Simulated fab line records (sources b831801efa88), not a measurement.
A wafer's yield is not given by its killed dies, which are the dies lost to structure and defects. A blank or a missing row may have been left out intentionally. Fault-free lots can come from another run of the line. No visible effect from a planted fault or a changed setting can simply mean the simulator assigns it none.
Which of the tools did it? -- flow sky130 -- Sampling: 12 lots, 36 wafers, 5 of 708 route steps

== WHAT THE GAUGES READ, wafer by wafer ==
SKY_FIELD_ISO_CD_MEAS_13: target cd 150 nm.
lot,measured,on,cdNm (nm)
L399,day 2 15:16,cdSem-02,147.9 147.7 148.2
L400,day 2 21:51,cdSem-01,148.5 151.0 149.4
L401,day 3 01:52,cdSem-01,151.0 150.9 150.0
L403,day 3 12:10,cdSem-02,148.6 150.0 149.3
L405,day 3 21:17,cdSem-01,150.8 152.4 150.5
L406,day 4 03:31,cdSem-01,150.6 150.4 150.8
L407,day 4 08:40,cdSem-01,151.0 152.0 149.8
L408,day 4 14:11,cdSem-02,149.1 150.8 149.1
L409,day 4 20:52,cdSem-02,149.4 150.1 149.0
L417,day 6 12:01,cdSem-01,149.9 149.0 150.1
L418,day 6 18:43,cdSem-02,152.0 149.9 151.0
L419,day 7 00:55,cdSem-01,149.3 149.5 150.8

SKY_GATE_OXIDE_THK_MEAS_02.
lot,measured,on,GATE_OXIDE_OXIDATION_00_THK (nm)
L399,day 13 13:56,filmMetro-01,10.32 10.39 10.17
L400,day 13 17:52,filmMetro-01,10.58 10.39 10.49
L401,day 13 23:38,filmMetro-01,10.67 10.67 10.84
L403,day 14 23:28,filmMetro-01,10.74 10.56 10.68
L405,day 15 13:02,filmMetro-04,10.57 10.62 10.60
L406,day 15 20:41,filmMetro-04,10.62 10.58 10.42
L407,day 16 03:11,filmMetro-01,8.88 9.06 8.91
L408,day 16 13:00,filmMetro-01,10.48 10.38 10.44
L409,day 16 23:39,filmMetro-01,8.71 8.80 8.81
L417,day 19 21:20,filmMetro-01,9.86 9.96 9.75
L418,day 20 06:22,filmMetro-01,10.39 10.60 10.53
L419,day 20 15:14,filmMetro-01,10.49 10.31 10.38

SKY_LI_CONTACT_THK_MEAS_23: measures by xrf.
lot,measured,on,LI_CONTACT_W_THK (nm)
L399,day 30 05:53,filmMetro-03,405 415 404
L400,day 30 09:43,filmMetro-01,413 418 418
L401,day 30 16:10,filmMetro-03,404 412 408
L403,day 31 21:46,filmMetro-03,404 404 401
L405,day 32 04:39,filmMetro-02,411 406 404
L406,day 32 10:59,filmMetro-02,417 412 428
L407,day 32 23:34,filmMetro-01,415 402 418
L408,day 33 06:24,filmMetro-03,413 412 415
L409,day 33 11:59,filmMetro-01,410 408 412
L417,day 36 00:53,filmMetro-02,407 409 409
L418,day 36 10:56,filmMetro-03,400 402 401
L419,day 36 18:50,filmMetro-02,408 413 410

== TOOL THAT RAN EACH LOT (tool first, then ch and the chambers of the sampled wafers, then the start) ==
lot,SKY_FIELD_ISO_ETCH_17,SKY_GATE_OXIDE_OXIDATION_01
L399,"rieSi-01 ch 1,3, day 2 15:34","furnace-01 ch 0, day 13 12:31"
L400,"rieSi-01 ch 0,3, day 2 22:08","furnace-01 ch 0, day 13 16:26"
L401,"rieSi-02 ch 0,2,3, day 3 02:10","furnace-01 ch 0, day 13 22:13"
L403,"rieSi-02 ch 0,2,3, day 3 12:29","furnace-01 ch 0, day 14 22:02"
L405,"rieSi-02 ch 0,1,2, day 3 21:35","furnace-01 ch 0, day 15 11:37"
L406,"rieSi-02 ch 1,2, day 4 03:49","furnace-01 ch 0, day 15 19:16"
L407,"rieSi-02 ch 0,2,3, day 4 08:59","furnace-01 ch 0, day 16 01:46"
L408,"rieSi-02 ch 0,1,2, day 4 14:28","furnace-02 ch 0, day 16 11:34"
L409,"rieSi-01 ch 1,3, day 4 21:11","furnace-01 ch 0, day 16 22:14"
L417,"rieSi-02 ch 1,2,3, day 6 12:20","furnace-02 ch 0, day 19 19:55"
L418,"rieSi-02 ch 0,3, day 6 19:01","furnace-01 ch 0, day 20 04:58"
L419,"rieSi-01 ch 0,1,2, day 7 01:14","furnace-01 ch 0, day 20 13:50"
- SKY_FIELD_ISO_ETCH_17: etches Si in HBr/Cl2/O2, target depth 342 nm, time 97.7 s.
- SKY_GATE_OXIDE_OXIDATION_01: stabilise 600 s, purge 300 s, target thk 10.268 nm.

== WHAT THE TOOLS THEMSELVES READ (means of the sampled wafers that have a number; where no wafer has one, the mark that the record gives instead) ==
SKY_FIELD_ISO_ETCH_17.
lot,tool,drypumpMotorCurrentA (A),oesProductAu (a.u.),throttleValvePct (%)
L399,rieSi-01,5.67,0.997,25.659
L400,rieSi-01,5.54,0.994,25.659
L401,rieSi-02,6.00,1.011,25.651
L403,rieSi-02,6.00,1.002,25.657
L405,rieSi-02,5.85,1.014,25.645
L406,rieSi-02,5.65,1.015,25.642
L407,rieSi-02,6.00,1.003,25.652
L408,rieSi-02,5.85,1.004,25.657
L409,rieSi-01,5.65,0.987,25.667
L417,rieSi-02,5.84,1.005,25.662
L418,rieSi-02,6.20,1.001,25.653
L419,rieSi-01,5.69,1.003,25.655

SKY_GATE_OXIDE_OXIDATION_01.
lot,tool,spikeTcBottomC (C),spikeTcCentreC (C),spikeTcLowerC (C),spikeTcTopC (C),spikeTcUpperC (C),zonePowerBottomPct (%)
L399,furnace-01,922,900.8,900.7,914.5,900.8,28.3
L400,furnace-01,921,901.1,900.6,914.6,901.0,28.5
L401,furnace-01,923,900.7,900.3,914.3,901.8,28.6
L403,furnace-01,922,900.6,900.5,914.2,901.3,28.2
L405,furnace-01,922,902.0,900.5,914.1,901.7,28.2
L406,furnace-01,922,900.5,900.2,913.4,901.2,28.4
L407,furnace-01,909,885.0,885.1,897.9,886.2,27.4
L408,furnace-02,914,898.8,902.0,913.2,899.9,25.0
L409,furnace-01,908,885.8,885.9,897.8,885.1,27.3
L417,furnace-02,913,899.6,901.9,914.0,900.3,25.1
L418,furnace-01,921,900.8,900.3,913.9,901.4,28.1
L419,furnace-01,921,901.7,900.6,913.1,900.9,28.5

== THE ANSWER, worked out from the rows above alone ==
Rule: what is usual is taken from the lots themselves. Put in order of their means at a reading, lots are off if they are a third of the lots or fewer, leave a main group of 4 or more, and stand apart from it by a gap of 3 or more times the standard deviation of the main group's means; of several such gaps the widest counts. Not used: any main group whose means are identical at the precision the tables above print for the reading. A lot without any number at a reading at which 4 lots or more have one is off too. Any other lot the step has rows for is counted as sound. The gauges are gone through in route order, then the tools' own readings, and for those a lot's mean is taken as printed above. The first step at which some lot is off is used, and at that step the reading that is off furthest; a lot without a number counts as furthest.
Off: L407, L409, at SKY_GATE_OXIDE_THK_MEAS_02 (GATE_OXIDE_OXIDATION_00_THK). For the main group the mean is 10.45 nm and the standard deviation 0.23.
If a tool, at a process step before that reading, ran all the lots that are off and no sound lot after the first of them, it fits. Not tried: the gauges at SKY_GATE_OXIDE_THK_MEAS_02; whatever is off there is also off at SKY_GATE_OXIDE_OXIDATION_01, on other tools, and gauge error can't account for it. Of those tried, none fits.

== WHAT THE SIMULATOR HAD INSERTED ==
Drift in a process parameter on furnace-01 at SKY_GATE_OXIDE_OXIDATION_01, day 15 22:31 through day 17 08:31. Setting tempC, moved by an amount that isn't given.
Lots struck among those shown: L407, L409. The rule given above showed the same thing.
